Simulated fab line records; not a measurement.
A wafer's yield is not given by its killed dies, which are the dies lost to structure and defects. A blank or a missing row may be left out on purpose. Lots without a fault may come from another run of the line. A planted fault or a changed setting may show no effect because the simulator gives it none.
fab line records	flow sky130
record lots=13	wafers=39	last-day=50
route steps=708 shown VT_ADJUST_NCORE@129 VT_ADJUST_PCH@147 SONOS_ONO@173 GATE_OXIDE@189
lots untouched by any fault: they come from a run of this same line in which no faults occurred
start-h: hours from the record's opening day to when the first of the lot's shown wafers began	wait-h: time in hours since the lot's previous step	" repeats the value in the row above	L1.1+2: several wafers, shown together as one row	- value missing, or start not given	* or withheld: withheld	< > ~ a bound
route shown NAME@n: names a module that has steps shown in the file, with the first one's number in the route	usual: average and standard deviation across the fault-free wafers	same: alike in all rows	chamber/n: place in a boat	sites: each site's reading	_std_site: standard deviation across them	_edge_site: the outer-site mean with the inner-site mean subtracted	radius-mm: for every site, how far away it sits from the centre of the wafer	mask NAME#n: copy n	behind: tool/chamber where the wafer was last shaped	hold: the reason the lot was held/the length of the hold in hours/how it ended	device: transistor that didn't switch, given as n, p or np	end of line: tests run on the same wafers once the route is complete	for a step that has no rows: nothing shown but its recipe	killed: the dies lost at the first sort to structure and to defects; this is not the yield of the wafer	map: per-die view of a wafer (x killed, . not killed, _ where there is no die)
set.NAME: the run value of the setting; set.NAME@STEP: its run value at that earlier step	model.NAME: the simulator's own value behind a step, which no gauge read
one table for each step of the route and one row for each wafer, over a sample of lots
services: a tool's chamber out of use, with start hour (start-h, from the record's first day; less than 0 if before it), hours out, and reason
## steps
# step SKY_VT_ADJUST_NCORE_STRIP_10
# recipe chemistry=O2/N2	power-w=1400	pressure-mtorr=1500	platen-temp-c=withheld	o2-flow-sccm=3000	n2-flow-sccm=300	overash-fraction=0.5
# usual drypump-motor-current-A=5.94/0.27	oes-product-au=0.717/0.0044	strip-time-to-endpoint-s=14.18/0.038
lot.wafer	tool	chamber	start-h	wait-h	drypump-motor-current-A	oes-product-au	rf-hours-counter-h	strip-time-to-endpoint-s
L501.3	plasma-asher-01	1	189.34	0.1	5.88	0.715	-	14.18
L501.4	"	0	"	"	6.07	0.722	-	14.18
L501.6	"	0	"	"	6.11	0.717	-	14.18
L502.2	plasma-asher-02	0	195.20	0.1	5.63	0.711	52	14.24
L502.3	"	0	"	"	5.60	0.715	-	14.21
L502.5	"	0	"	"	5.62	0.727	-	14.26
L503.2	plasma-asher-04	0	199.05	0.1	5.75	0.721	7	14.29
L503.4	"	1	"	"	5.74	0.711	-	14.28
L503.6	"	1	"	"	5.77	0.722	-	14.26
L504.2	plasma-asher-02	0	203.11	0.1	5.60	0.717	53	14.19
L504.4	"	1	"	"	6.38	0.714	-	14.15
L504.5	"	0	"	"	5.62	0.721	-	14.17
L505.1	plasma-asher-01	1	209.85	0.1	5.90	0.716	55	14.13
L505.2	"	0	"	"	6.10	0.715	55	14.18
L505.3	"	0	"	"	6.11	0.716	-	14.14
L506.2	plasma-asher-01	1	218.66	0.1	5.93	0.714	56	14.16
L506.3	"	0	"	"	6.15	0.715	-	14.15
L506.5	"	0	"	"	6.12	0.713	-	14.17
L507.1	plasma-asher-02	1	224.15	0.1	6.40	0.719	55	14.16
L507.4	"	1	"	"	6.40	0.711	-	14.18
L507.5	"	0	"	"	5.64	0.722	-	14.17
L508.1	plasma-asher-01	1	230.20	0.1	5.94	0.721	57	14.20
L508.5	"	0	"	"	6.11	0.718	-	14.23
L508.6	"	1	"	"	5.94	0.722	-	14.17
L509.2	plasma-asher-02	1	234.86	0.1	6.40	0.713	56	14.15
L509.3	"	0	"	"	5.62	0.718	-	14.18
L509.5	"	1	"	"	6.40	0.717	-	14.16
L511.1	plasma-asher-01	0	247.95	0.1	6.11	0.716	59	14.18
L511.4	"	0	"	"	6.10	0.717	-	14.17
L511.6	"	1	"	"	5.92	0.725	-	14.22
L521.2	plasma-asher-04	0	320.15	0.1	5.76	0.713	19	14.14
L521.3	"	1	"	"	5.84	0.715	-	14.20
L521.4	"	0	"	"	5.77	0.722	-	14.18
L523.2	plasma-asher-02	1	336.50	0.1	6.40	0.715	66	14.24
L523.3	"	0	"	"	5.64	0.716	-	14.21
L523.5	"	0	"	"	5.59	0.722	-	14.21
L524.1	plasma-asher-04	1	338.80	0.1	5.84	0.721	20	14.21
L524.5	"	1	"	"	5.83	0.720	-	14.13
L524.6	"	0	"	"	5.76	0.719	-	14.18
# step SKY_VT_ADJUST_PCH_EXPOSE_04
# recipe mask-id=NWM	na=0.6	source-shape=conventional	sigma-outer=0.6	polarization=unpolarized	target-cd-nm=840	dose-mj=255
lot.wafer	tool	chamber	start-h	wait-h	mask
L501.3+4+6	iline-stepper-01	0	222.29	-	NWM#0
L502.2+3+5	iline-stepper-02	0	227.20	-	NWM#0
L503.2+4+6	iline-stepper-01	0	231.29	-	NWM#0
L504.2+4+5	iline-stepper-01	0	234.72	-	NWM#0
L505.1+2+3	iline-stepper-01	0	242.71	-	NWM#0
L506.2+3+5	iline-stepper-02	0	251.77	-	NWM#0
L507.1+4+5	iline-stepper-01	0	257.40	-	NWM#0
L508.1+5+6	iline-stepper-02	0	264.62	-	NWM#0
L509.2+3+5	iline-stepper-01	0	269.64	-	NWM#0
L511.1+4+6	iline-stepper-02	0	283.96	-	HVTRM#0
L521.2+3+4	iline-stepper-01	0	360.61	-	NWM#0
L523.2+3+5	iline-stepper-01	0	378.83	-	NWM#0
L524.1+5+6	iline-stepper-02	0	381.17	-	NWM#0
# step SKY_VT_ADJUST_PCH_OVL_MEAS_07
# usual VT_ADJUST_PCH_OVL=-0.4/1.5
lot.wafer	tool	chamber	start-h	wait-h	VT_ADJUST_PCH_OVL[nm]
L501.3	overlay-01	-	232.11	-	-5.0
L501.4	"	-	"	"	-4.7
L501.6	"	-	"	"	-4.2
L502.2	overlay-01	-	237.20	-	-1.8
L502.3	"	-	"	"	-2.4
L502.5	"	-	"	"	-2.3
L503.2	overlay-02	-	242.15	-	2.9
L503.4	"	-	"	"	0.4
L503.6	"	-	"	"	2.2
L504.2	overlay-02	-	246.25	-	-1.4
L504.4	"	-	"	"	-0.9
L504.5	"	-	"	"	-0.4
L505.1	overlay-02	-	253.88	-	0.0
L505.2	"	-	"	"	-0.1
L505.3	"	-	"	"	0.4
L506.2	overlay-01	-	263.55	-	-1.9
L506.3	"	-	"	"	-0.7
L506.5	"	-	"	"	-1.1
L507.1	overlay-01	-	268.85	-	-1.0
L507.4	"	-	"	"	-0.8
L507.5	"	-	"	"	-1.5
L508.1	overlay-02	-	276.33	-	0.6
L508.5	"	-	"	"	1.0
L508.6	"	-	"	"	0.3
L509.2	overlay-01	-	281.50	-	0.1
L509.3	"	-	"	"	0.3
L509.5	"	-	"	"	-0.6
L511.1	overlay-02	-	296.03	-	-
L511.4	"	-	"	"	-
L511.6	"	-	"	"	-
L521.2	overlay-02	-	374.14	-	-1.8
L521.3	"	-	"	"	0.4
L521.4	"	-	"	"	-0.3
L523.2	overlay-02	-	392.44	-	1.1
L523.3	"	-	"	"	0.2
L523.5	"	-	"	"	1.2
L524.1	overlay-02	-	394.83	-	0.7
L524.5	"	-	"	"	0.9
L524.6	"	-	"	"	-0.5
# step SKY_VT_ADJUST_PCH_TW_MEAS_10
# usual VT_ADJUST_PCH_TW=143.2/0.64
lot.wafer	tool	chamber	start-h	wait-h	VT_ADJUST_PCH_TW
L501.3	film-metro-01	-	232.42	0.1	142.7
L501.4	"	-	"	"	142.9
L501.6	"	-	"	"	142.1
L502.2	film-metro-02	-	237.49	0.1	143.8
L502.3	"	-	"	"	144.7
L502.5	"	-	"	"	143.6
L503.2	film-metro-02	-	242.44	0.1	143.7
L503.4	"	-	"	"	142.9
L503.6	"	-	"	"	142.8
L504.2	film-metro-01	-	246.54	0.1	143.4
L504.4	"	-	"	"	143.5
L504.5	"	-	"	"	143.0
L505.1	film-metro-02	-	254.17	0.1	142.6
L505.2	"	-	"	"	143.1
L505.3	"	-	"	"	143.5
L506.2	film-metro-02	-	263.84	0.1	144.3
L506.3	"	-	"	"	142.5
L506.5	"	-	"	"	143.5
L507.1	film-metro-01	-	269.13	0.1	143.4
L507.4	"	-	"	"	143.0
L507.5	"	-	"	"	143.6
L508.1	film-metro-01	-	276.62	0.1	143.7
L508.5	"	-	"	"	143.0
L508.6	"	-	"	"	143.0
L509.2	film-metro-01	-	281.79	0.1	143.7
L509.3	"	-	"	"	144.0
L509.5	"	-	"	"	143.4
L511.1	film-metro-01	-	296.32	0.1	29.9
L511.4	"	-	"	"	29.8
L511.6	"	-	"	"	30.0
L521.2	film-metro-04	-	374.43	0.1	143.5
L521.3	"	-	"	"	143.4
L521.4	"	-	"	"	143.6
L523.2	film-metro-01	-	392.73	0.1	143.1
L523.3	"	-	"	"	142.2
L523.5	"	-	"	"	143.3
L524.1	film-metro-02	-	395.12	0.1	143.5
L524.5	"	-	"	"	143.0
L524.6	"	-	"	"	143.6
# step SKY_SONOS_ONO_THK_MEAS_05
# recipe reads=SiO2_of_SONOS_ONO_CVD_04
# usual SONOS_ONO_CVD_04_THK=5.66/0.12
lot.wafer	tool	chamber	start-h	wait-h	SONOS_ONO_CVD_04_THK[nm]
L501.3	film-metro-04	-	262.21	0.0	5.46
L501.4	"	-	"	"	5.61
L501.6	"	-	"	"	5.48
L502.2	film-metro-04	-	268.93	0.0	5.65
L502.3	"	-	"	"	5.63
L502.5	"	-	"	"	5.50
L503.2	film-metro-03	-	272.97	0.0	5.87
L503.4	"	-	"	"	5.86
L503.6	"	-	"	"	5.95
L504.2	film-metro-03	-	274.22	0.0	5.58
L504.4	"	-	"	"	5.63
L504.5	"	-	"	"	5.64
L505.1	film-metro-03	-	283.76	0.0	5.67
L505.2	"	-	"	"	5.71
L505.3	"	-	"	"	5.57
L506.2	film-metro-01	-	292.17	0.0	5.51
L506.3	"	-	"	"	5.59
L506.5	"	-	"	"	5.62
L507.1	film-metro-04	-	297.78	0.0	5.51
L507.4	"	-	"	"	5.54
L507.5	"	-	"	"	5.60
L508.1	film-metro-04	-	308.96	0.0	5.62
L508.5	"	-	"	"	5.54
L508.6	"	-	"	"	5.63
L509.2	film-metro-01	-	313.01	0.0	5.52
L509.3	"	-	"	"	5.60
L509.5	"	-	"	"	5.61
L511.1	film-metro-03	-	327.32	0.0	5.60
L511.4	"	-	"	"	5.68
L511.6	"	-	"	"	5.63
L521.2	film-metro-01	-	407.82	0.0	5.75
L521.3	"	-	"	"	5.83
L521.4	"	-	"	"	5.80
L523.2	film-metro-04	-	428.06	0.0	5.65
L523.3	"	-	"	"	5.69
L523.5	"	-	"	"	5.58
L524.1	film-metro-04	-	433.47	0.0	5.54
L524.5	"	-	"	"	5.55
L524.6	"	-	"	"	5.70
# step SKY_GATE_OXIDE_THK_MEAS_02
# recipe reads=SiO2_of_GATE_OXIDE_OXIDATION_01
# usual GATE_OXIDE_OXIDATION_00_THK=10.28/0.19
lot.wafer	tool	chamber	start-h	wait-h	GATE_OXIDE_OXIDATION_00_THK[nm]
L501.3	film-metro-01	-	288.09	0.0	10.14
L501.4	"	-	"	"	10.15
L501.6	"	-	"	"	10.19
L502.2	film-metro-01	-	294.55	0.0	10.77
L502.3	"	-	"	"	10.58
L502.5	"	-	"	"	10.44
L503.2	film-metro-01	-	299.20	0.0	10.09
L503.4	"	-	"	"	10.03
L503.6	"	-	"	"	9.96
L504.2	film-metro-02	-	302.05	0.0	10.51
L504.4	"	-	"	"	10.48
L504.5	"	-	"	"	10.66
L505.1	film-metro-01	-	310.68	0.0	10.43
L505.2	"	-	"	"	10.37
L505.3	"	-	"	"	10.22
L506.2	film-metro-02	-	318.84	0.0	10.39
L506.3	"	-	"	"	10.29
L506.5	"	-	"	"	10.32
L507.1	film-metro-03	-	325.92	0.0	10.48
L507.4	"	-	"	"	10.29
L507.5	"	-	"	"	10.62
L508.1	film-metro-03	-	336.84	0.0	10.40
L508.5	"	-	"	"	10.13
L508.6	"	-	"	"	10.20
L509.2	film-metro-02	-	340.76	0.0	10.58
L509.3	"	-	"	"	10.59
L509.5	"	-	"	"	10.59
L511.1	film-metro-03	-	356.37	0.0	10.35
L511.4	"	-	"	"	10.48
L511.6	"	-	"	"	10.62
L521.2	film-metro-01	-	440.38	0.0	10.07
L521.3	"	-	"	"	9.99
L521.4	"	-	"	"	9.90
L523.2	film-metro-02	-	460.88	0.0	10.44
L523.3	"	-	"	"	10.43
L523.5	"	-	"	"	10.58
L524.1	film-metro-02	-	466.93	0.0	10.27
L524.5	"	-	"	"	10.13
L524.6	"	-	"	"	10.03
## services
tool	chamber	start-h	hours	kind
iline-stepper-01	-	166.14	18.6	repair
iline-stepper-02	-	232.44	4.6	repair
iline-stepper-02	-	269.51	4.3	repair
iline-stepper-01	-	276.45	1.9	repair
iline-stepper-01	-	340.48	1.7	pm
iline-stepper-02	-	377.39	1.7	pm
## key
first-sign step=SKY_VT_ADJUST_PCH_EXPOSE_04	reading=mask	direction=changed
effect step=SKY_VT_ADJUST_PCH_OVL_MEAS_07	reading=VT_ADJUST_PCH_OVL	direction=missing
effect step=SKY_VT_ADJUST_PCH_TW_MEAS_10	reading=VT_ADJUST_PCH_TW	direction=down	sigmas=99+	usual=143.2	struck=29.9
met-at SKY_VT_ADJUST_PCH_EXPOSE_04
struck-lots L511
sort-left-out L511.1,L511.4,L511.6
tester-left-out L511
not-acting-at SKY_VT_ADJUST_NCORE_STRIP_10,SKY_SONOS_ONO_THK_MEAS_05,SKY_GATE_OXIDE_THK_MEAS_02
onset-between 264.62 283.96
fault kind=wrong-mask	tool=any	chamber=-	onset-h=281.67	steps=SKY_VT_ADJUST_PCH_EXPOSE_04	aux-copy=HVTRM#0	scope=struck-lots-only
# tester-left-out: of these lots the tester's yield and bins aren't shown, on N5 and GAA mostly nor the transistor test; their killed dies are dies lost to structure and defects alone, not to doping, threshold or leakage, so they don't give the yield
# sort-left-out: the simulated sort isn't trusted on such a fault, so these wafers' sort isn't shown, and their yield isn't known
